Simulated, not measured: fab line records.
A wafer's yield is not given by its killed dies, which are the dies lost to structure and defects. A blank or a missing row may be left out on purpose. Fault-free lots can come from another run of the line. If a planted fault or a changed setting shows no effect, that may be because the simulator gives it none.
2 desks, one fault + flow sky130 + each desk holds nothing but its own numbers, with what lay behind them at the end

## DESK OF THE TOOL OWNER: litho-track-02
The tool's own readings at SKY_SD_N_DEVELOP_06 (develop time 60 s): means of the sampled wafers that have a number, for each lot that ran on this tool. The brackets show how far a lot's mean lies from the usual mean; more than 4 standard deviations puts the lot out of limits, marked OUT.
Columns: A = chill-plate-temp-C at SKY_SD_N_DEVELOP_06, usual 23.00 C; B = developer-temp-C at SKY_SD_N_DEVELOP_06, usual 23.00 C
| lot  | first seen here | A     | B               |
|------|-----------------|-------|-----------------|
| L975 | day 28 18:11    | 23.01 | 22.92           |
| L982 | day 30 16:38    | 23.10 | 22.90           |
| L984 | day 31 06:34    | 23.03 | 23.10           |
| L985 | day 31 15:17    | 23.04 | 22.90           |
| L988 | day 32 16:20    | 22.98 | 20.78 (-22) OUT |
| L990 | day 33 06:53    | 23.00 | 20.68 (-23) OUT |
Finding of this desk: L988, L990 out of limits; the first was L988 at day 32 16:20, on developer-temp-C at SKY_SD_N_DEVELOP_06. In limits: L975, L982, L984, L985.

## THE METROLOGY DESK
What the gauges read for every lot (on any tool): the sampled wafers with a number, averaged. The brackets show how far a lot's mean lies from the usual mean; more than 4 standard deviations puts the lot out of limits, marked OUT.
Columns: A = cd-nm at SKY_SD_N_CD_MEAS_07, usual 380.0 nm; B = SD_N_OVL at SKY_SD_N_OVL_MEAS_08, usual 1.8 nm
| lot  | first seen here | A                | B   |
|------|-----------------|------------------|-----|
| L975 | day 28 18:19    | 380.4            | 0.8 |
| L977 | day 28 22:36    | 378.9            | 0.9 |
| L978 | day 29 18:55    | 383.4            | 2.2 |
| L981 | day 30 12:25    | 379.6            | 3.5 |
| L982 | day 30 16:47    | 379.1            | 0.8 |
| L984 | day 31 06:42    | 381.5            | 0.5 |
| L985 | day 31 15:26    | 379.7            | 1.3 |
| L988 | day 32 16:29    | 390.3 (+4.1) OUT | 2.2 |
| L990 | day 33 07:01    | 382.3            | 2.0 |
| L993 | day 34 15:58    | 380.2            | 2.6 |
| L996 | day 35 08:19    | 377.0            | 3.3 |
| L995 | day 35 08:56    | 383.6            | 4.1 |
Finding of this desk: L988 out of limits; the first was L988 at day 32 16:29, on cd-nm at SKY_SD_N_CD_MEAS_07. In limits: L975, L977, L978, L981, L982, L984, L985, L990, L993, L996, L995.

## PUT TOGETHER
At day 32 16:20, on L988, L990, the tool owner's desk was in a position to raise an alarm.
On L988, the metrology desk was in a position to raise an alarm at day 32 16:29.
The metrology desk holds a record of L990, inside its limits.
On litho-track-02, each named lot ran SKY_SD_N_DEVELOP_06.

## WHAT THE SIMULATOR HAD INSERTED
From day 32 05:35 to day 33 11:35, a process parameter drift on litho-track-02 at SKY_SD_N_DEVELOP_06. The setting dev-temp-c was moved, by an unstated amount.
Shown lots that were struck: L988, L990.
Hours from the fault's start to each desk's first reading out of limits: the tool owner's desk, 11; the metrology desk, 11.
